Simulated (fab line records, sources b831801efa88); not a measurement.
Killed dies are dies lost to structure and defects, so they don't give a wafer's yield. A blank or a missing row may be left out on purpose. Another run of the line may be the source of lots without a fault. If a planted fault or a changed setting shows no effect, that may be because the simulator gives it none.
Which tool is to blame? :: flow gf180mcu :: 11 lots, 33 wafers sampled, at 5 steps of a route of 602

## WHAT THE GAUGES READ, wafer by wafer
GF_HV_LDD_TW_MEAS_38.
lot: L771
measured: day 11 16:00
on: film-metro-01
HV_LDD_3_TW: 1433 1430 1435

lot: L772
measured: day 12 03:06
on: film-metro-01
HV_LDD_3_TW: 1431 1432 1430

lot: L773
measured: day 12 09:01
on: film-metro-03
HV_LDD_3_TW: 1428 1425 1424

lot: L774
measured: day 12 13:16
on: film-metro-03
HV_LDD_3_TW: 1429 1424 1430

lot: L775
measured: day 13 00:10
on: film-metro-02
HV_LDD_3_TW: 1443 1437 1452

lot: L776
measured: day 13 03:12
on: film-metro-02
HV_LDD_3_TW: 1434 1436 1436

lot: L778
measured: day 14 01:26
on: film-metro-02
HV_LDD_3_TW: 1440 1436 1434

lot: L779
measured: day 14 14:46
on: film-metro-03
HV_LDD_3_TW: 1578 1575 1575

lot: L780
measured: day 14 19:55
on: film-metro-02
HV_LDD_3_TW: 1602 1601 1597

lot: L781
measured: day 15 02:28
on: film-metro-03
HV_LDD_3_TW: 1565 1564 1576

lot: L782
measured: day 15 18:18
on: film-metro-02
HV_LDD_3_TW: 1601 1604 1601

GF_HV_LDD_OVL_MEAS_47.
lot: L771
measured: day 12 10:32
on: overlay-01
HV_LDD_03_OVL (nm): -2.4 -1.1 -1.6

lot: L772
measured: day 12 22:10
on: overlay-02
HV_LDD_03_OVL (nm): 2.1 0.5 -0.1

lot: L773
measured: day 13 05:02
on: overlay-02
HV_LDD_03_OVL (nm): 5.1 1.0 4.4

lot: L774
measured: day 13 08:47
on: overlay-01
HV_LDD_03_OVL (nm): 0.5 1.1 0.2

lot: L775
measured: day 13 20:34
on: overlay-01
HV_LDD_03_OVL (nm): 0.2 -0.6 1.1

lot: L776
measured: day 13 23:47
on: overlay-02
HV_LDD_03_OVL (nm): 2.3 2.1 2.0

lot: L778
measured: day 14 22:22
on: overlay-02
HV_LDD_03_OVL (nm): 2.2 1.5 0.7

lot: L779
measured: day 15 12:15
on: overlay-01
HV_LDD_03_OVL (nm): -0.2 -0.7 -2.6

lot: L780
measured: day 15 18:13
on: overlay-02
HV_LDD_03_OVL (nm): 0.8 -0.8 0.2

lot: L781
measured: day 16 00:47
on: overlay-01
HV_LDD_03_OVL (nm): 3.4 1.8 1.9

lot: L782
measured: day 16 16:47
on: overlay-02
HV_LDD_03_OVL (nm): 1.9 3.9 1.9

GF_HV_LDD_TW_MEAS_50.
lot: L771
measured: day 12 10:49
on: film-metro-01
HV_LDD_4_TW: 565 567 567

lot: L772
measured: day 12 22:27
on: film-metro-01
HV_LDD_4_TW: 566 567 564

lot: L773
measured: day 13 05:19
on: film-metro-02
HV_LDD_4_TW: 574 574 571

lot: L774
measured: day 13 09:04
on: film-metro-03
HV_LDD_4_TW: 562 565 561

lot: L775
measured: day 13 20:52
on: film-metro-03
HV_LDD_4_TW: 560 559 561

lot: L776
measured: day 14 00:04
on: film-metro-01
HV_LDD_4_TW: 565 566 566

lot: L778
measured: day 14 22:39
on: film-metro-01
HV_LDD_4_TW: 567 569 568

lot: L779
measured: day 15 12:32
on: film-metro-03
HV_LDD_4_TW: 558 559 558

lot: L780
measured: day 15 18:31
on: film-metro-02
HV_LDD_4_TW: 574 571 573

lot: L781
measured: day 16 01:07
on: film-metro-03
HV_LDD_4_TW: 564 560 560

lot: L782
measured: day 16 17:04
on: film-metro-01
HV_LDD_4_TW: 567 568 568

GF_HV_LDD_RS_MEAS_53: a four-point-probe measurement.
lot: L771
measured: day 12 11:01
on: film-metro-01
HV_LDD_RS (ohm/sq): 418.8 418.3 419.4

lot: L772
measured: day 12 22:38
on: film-metro-02
HV_LDD_RS (ohm/sq): 416.2 417.6 417.9

lot: L773
measured: day 13 05:31
on: film-metro-03
HV_LDD_RS (ohm/sq): 418.2 417.6 417.6

lot: L774
measured: day 13 09:14
on: film-metro-02
HV_LDD_RS (ohm/sq): 416.4 418.3 418.0

lot: L775
measured: day 13 21:03
on: film-metro-03
HV_LDD_RS (ohm/sq): 418.7 418.4 418.8

lot: L776
measured: day 14 00:16
on: film-metro-03
HV_LDD_RS (ohm/sq): 418.1 417.8 417.2

lot: L778
measured: day 14 22:50
on: film-metro-03
HV_LDD_RS (ohm/sq): 419.1 416.9 417.8

lot: L779
measured: day 15 12:43
on: film-metro-02
HV_LDD_RS (ohm/sq): 422.8 421.6 422.9

lot: L780
measured: day 15 18:42
on: film-metro-03
HV_LDD_RS (ohm/sq): 422.5 423.4 422.9

lot: L781
measured: day 16 01:19
on: film-metro-02
HV_LDD_RS (ohm/sq): 422.4 420.9 421.2

lot: L782
measured: day 16 17:16
on: film-metro-02
HV_LDD_RS (ohm/sq): 421.6 420.7 421.4

## EACH LOT AND THE TOOL THAT RAN IT (in order: tool; ch and the chambers of the sampled wafers; start)
lot: L771
GF_HV_LDD_IMPLANT_36: implanter-04 ch 0, day 11 15:46

lot: L772
GF_HV_LDD_IMPLANT_36: implanter-02 ch 0, day 12 02:52

lot: L773
GF_HV_LDD_IMPLANT_36: implanter-04 ch 0, day 12 08:47

lot: L774
GF_HV_LDD_IMPLANT_36: implanter-01 ch 0, day 12 13:01

lot: L775
GF_HV_LDD_IMPLANT_36: implanter-02 ch 0, day 12 23:56

lot: L776
GF_HV_LDD_IMPLANT_36: implanter-01 ch 0, day 13 02:58

lot: L778
GF_HV_LDD_IMPLANT_36: implanter-01 ch 0, day 14 01:11

lot: L779
GF_HV_LDD_IMPLANT_36: implanter-02 ch 0, day 14 14:31

lot: L780
GF_HV_LDD_IMPLANT_36: implanter-02 ch 0, day 14 19:40

lot: L781
GF_HV_LDD_IMPLANT_36: implanter-01 ch 0, day 15 02:15

lot: L782
GF_HV_LDD_IMPLANT_36: implanter-01 ch 0, day 15 18:04
- GF_HV_LDD_IMPLANT_36

## AS READ BY THE TOOLS THEMSELVES (means over the sampled wafers that have a number; for cases with no such wafer, the mark the record gives instead)
GF_HV_LDD_IMPLANT_36.
lot: L771
tool: implanter-04
beam-on-s (s): 9.85

lot: L772
tool: implanter-02
beam-on-s (s): 10.11

lot: L773
tool: implanter-04
beam-on-s (s): 10.12

lot: L774
tool: implanter-01
beam-on-s (s): 9.99

lot: L775
tool: implanter-02
beam-on-s (s): 9.90

lot: L776
tool: implanter-01
beam-on-s (s): 9.81

lot: L778
tool: implanter-01
beam-on-s (s): 10.09

lot: L779
tool: implanter-02
beam-on-s (s): 10.16

lot: L780
tool: implanter-02
beam-on-s (s): 9.89

lot: L781
tool: implanter-01
beam-on-s (s): 9.88

lot: L782
tool: implanter-01
beam-on-s (s): 10.11

## THE ANSWER, worked out from the rows above alone
Rule: the usual values come from the lots themselves. The widest of any qualifying gaps counts: lots, ordered by their means at a reading, are off when they make up no more than a third of the lots, leave a main group of 4 or more, and stand apart from it by 3 or more times the standard deviation of that group's means. The tables above print the reading to a certain number of digits; a main group whose means all agree to those digits is not used. Also off: a lot with no number at a reading for which 4 or more lots have one. The other lots that the step has rows for count as sound. Order of review: gauges by route order, followed by the tools' own readings, for which a lot's mean as printed above is used. At the first step where some lot is off, the reading lying furthest off is the one used; lots without a number count as furthest.
No lot is off on any of the readings shown, so nothing can be concluded from this.

## WHAT WAS PUT IN BY THE SIMULATOR
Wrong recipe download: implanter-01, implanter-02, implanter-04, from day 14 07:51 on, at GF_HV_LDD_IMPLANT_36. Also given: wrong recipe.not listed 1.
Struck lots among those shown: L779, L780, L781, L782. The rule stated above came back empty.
